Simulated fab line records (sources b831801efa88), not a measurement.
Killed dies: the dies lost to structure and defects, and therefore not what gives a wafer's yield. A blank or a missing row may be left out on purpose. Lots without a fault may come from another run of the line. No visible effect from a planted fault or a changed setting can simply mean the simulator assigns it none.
Which tool is to blame? | flow sky130 | 13 lots with 39 wafers sampled at 2 steps, on a route of 708 steps

WHAT THE GAUGES SHOWED, per wafer
SKY_NWELL_OVL_MEAS_23.
lot  | measured     | on         | NWELL_01_OVL (nm)
L930 | day 5 05:56  | overlay-01 | 3.0 0.7 3.1
L931 | day 5 19:23  | overlay-01 | 0.9 2.0 1.8
L932 | day 6 00:26  | overlay-02 | 0.2 0.5 1.2
L933 | day 6 05:17  | overlay-01 | 2.0 2.4 2.4
L934 | day 6 05:35  | overlay-01 | -1.5 -1.7 0.4
L935 | day 6 08:29  | overlay-01 | 1.4 0.3 2.7
L938 | day 7 06:59  | overlay-01 | 3.0 1.3 1.9
L942 | day 8 10:12  | overlay-02 | 3.5 3.0 3.4
L944 | day 8 18:20  | overlay-01 | 0.9 0.4 0.3
L947 | day 9 15:53  | overlay-01 | 1.0 0.0 1.9
L948 | day 9 19:59  | overlay-01 | -1.7 0.4 0.6
L951 | day 10 13:59 | overlay-02 | 0.6 -0.7 -2.0
L953 | day 11 07:52 | overlay-01 | -1.7 -1.7 0.3

WHICH TOOL RAN EACH LOT (tool, then ch and the chambers of the sampled wafers, then the start)
lot  | SKY_NWELL_EXPOSE_20
L930 | iline_stepper-02 ch 0, day 4 21:14
L931 | iline_stepper-01 ch 0, day 5 10:19
L932 | iline_stepper-01 ch 0, day 5 15:53
L933 | iline_stepper-01 ch 0, day 5 21:19
L934 | iline_stepper-02 ch 0, day 5 21:45
L935 | iline_stepper-01 ch 0, day 6 00:54
L938 | iline_stepper-02 ch 0, day 6 21:41
L942 | iline_stepper-02 ch 0, day 7 23:36
L944 | iline_stepper-02 ch 0, day 8 08:44
L947 | iline_stepper-01 ch 0, day 9 05:57
L948 | iline_stepper-02 ch 0, day 9 09:44
L951 | iline_stepper-02 ch 0, day 10 03:23
L953 | iline_stepper-02 ch 0, day 10 20:20
- SKY_NWELL_EXPOSE_20: exposes mask NWM COMPLEMENT, target cd 840 nm.

AS READ BY THE TOOLS THEMSELVES (means over the sampled wafers that have a number; for cases with no such wafer, the mark the record gives instead)
The record holds no such reading with a usual standard deviation.

THE ANSWER, worked out from the rows above alone
Rule: usual is defined by the lots themselves. Put in order of their means at a reading, lots are off if they are a third of the lots or fewer, leave a main group of 4 or more, and stand apart from it by a gap of 3 or more times the standard deviation of the main group's means; of several such gaps the widest counts. If all means in a main group match to the digits the tables above print for the reading, that group is not used. Also off: a lot with no number at a reading for which 4 or more lots have one. The other lots that the step has rows for count as sound. The gauges are gone through in route order, then the tools' own readings, and for those a lot's mean is taken as printed above. At the first step where some lot is off, the reading lying furthest off is the one used; lots without a number count as furthest.
None of the lots is off at any reading shown; this tells nothing.

WHAT THE SIMULATOR PUT IN
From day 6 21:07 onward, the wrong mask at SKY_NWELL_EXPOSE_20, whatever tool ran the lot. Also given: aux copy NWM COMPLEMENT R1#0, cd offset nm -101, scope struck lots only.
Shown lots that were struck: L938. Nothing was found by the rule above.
